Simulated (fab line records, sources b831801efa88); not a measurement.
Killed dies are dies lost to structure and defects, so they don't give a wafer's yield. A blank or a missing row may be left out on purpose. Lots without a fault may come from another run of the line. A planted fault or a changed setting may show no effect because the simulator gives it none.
A struck lot beside a sound one | flow sky130 | 43 steps out of a route of 708
Sound: wafers L298.1, L298.2, L298.6. Struck: wafers L305.1, L305.3, L305.5. The cause comes at the end.
At each step with rows: each side's tool, then ch and its chambers, then its first start. Under that, the readings that differ: sound wafers | struck wafers | difference of the means | sigmas: that difference in standard deviations of wafers without a fault.
alike: readings whose means differ by less than 2 such deviations, and words and numbers that are the same on both sides. not compared: withheld readings, readings that some wafer has no value for, bounds like >300 that may hide the same value, and numbers for which the record gives no deviation and whose values overlap.
The two part at a step that has a row with sigmas, a row that says differs or no value, or rows on one side only. Numbers that don't overlap but have no deviation are shown without sigmas and don't part them. A reading that every wafer of one side lacks parts them only if that side has two wafers or more.

first, 8 steps without rows for these wafers: SKY_DNWELL_DEHYDRATE_00 (time 60 s); SKY_DNWELL_HMDS_01 (prime time 60 s); SKY_DNWELL_COAT_02 (resist thk 3000 nm); SKY_DNWELL_SOFTBAKE_03; SKY_DNWELL_EXPOSE_04 (exposes mask DNM, target cd 3000 nm); SKY_DNWELL_PEB_05; SKY_DNWELL_DEVELOP_06 (develop time 60 s); SKY_DNWELL_IMPLANT_07.
SKY_DNWELL_STRIP_08: strips in O2/N2.
  sound on plasma_asher-02 ch 0,1, day 3 03:53; struck on plasma_asher-04 ch 0,1, day 4 19:46
  alike: drypump_motor_current_A, oes_product_au, strip_time_to_endpoint_s
  not compared: rf_hours_counter_h
SKY_DNWELL_TW_MEAS_09:
  sound on film_metro-01, day 3 03:59; struck on film_metro-01, day 4 19:52
  alike: DNWELL_TW
then, 2 steps without rows for these wafers: SKY_PWDE_DEHYDRATE_00 (time 60 s); SKY_PWDE_HMDS_01 (prime time 60 s).
SKY_PWDE_COAT_02: resist thk 3000 nm.
  sound on litho_track-04 ch 0, day 3 11:25; struck on litho_track-04, day 5 04:40
  no value came back on the struck wafers for chill_plate_temp_C (C), dispense_pressure_kPa (kPa); on the sound wafers chill_plate_temp_C (C) reads 23.06 22.85 23.00
then, 3 steps without rows for these wafers: SKY_PWDE_SOFTBAKE_03; SKY_PWDE_EXPOSE_04 (exposes mask PWDEM, target cd 840 nm); SKY_PWDE_PEB_05.
SKY_PWDE_DEVELOP_06: develop time 60 s.
  sound on litho_track-01 ch 0; struck on litho_track-01 ch 0
  reading               | sound             | struck            | difference | sigmas
  model.PWDE.cd_nm (nm) | 828.6 829.4 829.4 | 839.2 841.5 839.9 | +11.1      |
SKY_PWDE_OVL_MEAS_07:
  sound on overlay-02, day 3 19:11; struck on overlay-01, day 5 13:35
  reading       | sound          | struck | difference                    | sigmas
  PWDE_OVL (nm) | -2.3 -1.2 -0.7 | - - -  | no value on the struck wafers |
then, 1 step without rows for these wafers: SKY_PWDE_IMPLANT_08.
SKY_PWDE_STRIP_09: strips in O2/N2.
  sound on plasma_asher-04 ch 0,1, day 3 19:23; struck on plasma_asher-03 ch 0,1, day 5 13:47
  no value came back on the struck wafers for oes_product_au (a.u.), strip_time_to_endpoint_s (s); on the sound wafers oes_product_au (a.u.) reads 0.718 0.727 0.724
  alike: drypump_motor_current_A
  not compared: rf_hours_counter_h
SKY_PWDE_TW_MEAS_10:
  sound on film_metro-02, day 3 19:29; struck on film_metro-01, day 5 13:53
  alike: PWDE_TW
then, 7 steps without rows for these wafers: SKY_NWELL_DEHYDRATE_03 (time 60 s); SKY_NWELL_HMDS_04 (prime time 60 s); SKY_NWELL_COAT_05 (resist thk 3000 nm); SKY_NWELL_SOFTBAKE_06; SKY_NWELL_EXPOSE_07 (exposes mask NWM, target cd 840 nm); SKY_NWELL_PEB_08; SKY_NWELL_DEVELOP_09 (develop time 60 s).
SKY_NWELL_OVL_MEAS_10:
  sound on overlay-01, day 4 12:17; struck on overlay-02, day 6 08:18
  alike: NWELL_00_OVL
then, 3 steps without rows for these wafers: SKY_NWELL_IMPLANT_11; SKY_NWELL_IMPLANT_12; SKY_NWELL_IMPLANT_13.
SKY_NWELL_STRIP_14: strips in O2/N2.
  sound on plasma_asher-04 ch 0,1, day 4 12:47; struck on plasma_asher-02 ch 0,1, day 6 08:47
  alike: drypump_motor_current_A, oes_product_au, strip_time_to_endpoint_s
  not compared: rf_hours_counter_h
SKY_NWELL_TW_MEAS_15:
  sound on film_metro-04, day 4 12:53; struck on film_metro-01, day 6 08:53
  alike: NWELL_TW
then, 7 steps without rows for these wafers: SKY_NWELL_DEHYDRATE_16 (time 60 s); SKY_NWELL_HMDS_17 (prime time 60 s); SKY_NWELL_COAT_18 (resist thk 3000 nm); SKY_NWELL_SOFTBAKE_19; SKY_NWELL_EXPOSE_20 (exposes mask NWM COMPLEMENT, target cd 840 nm); SKY_NWELL_PEB_21; SKY_NWELL_DEVELOP_22 (develop time 60 s).
SKY_NWELL_OVL_MEAS_23:
  sound on overlay-02, day 5 06:44; struck on overlay-01, day 7 04:38
  alike: NWELL_01_OVL
SKY_NWELL_TW_MEAS_26:
  sound on film_metro-02, day 5 07:02; struck on film_metro-04, day 7 04:56
  reading    | sound       | struck      | difference | sigmas
  NWELL_2_TW | 493 493 491 | 555 556 555 | +63        | +18

WHERE THEY PART
First at SKY_PWDE_COAT_02; last, within this record, at SKY_NWELL_TW_MEAS_26.

WHY: what the simulator had put in
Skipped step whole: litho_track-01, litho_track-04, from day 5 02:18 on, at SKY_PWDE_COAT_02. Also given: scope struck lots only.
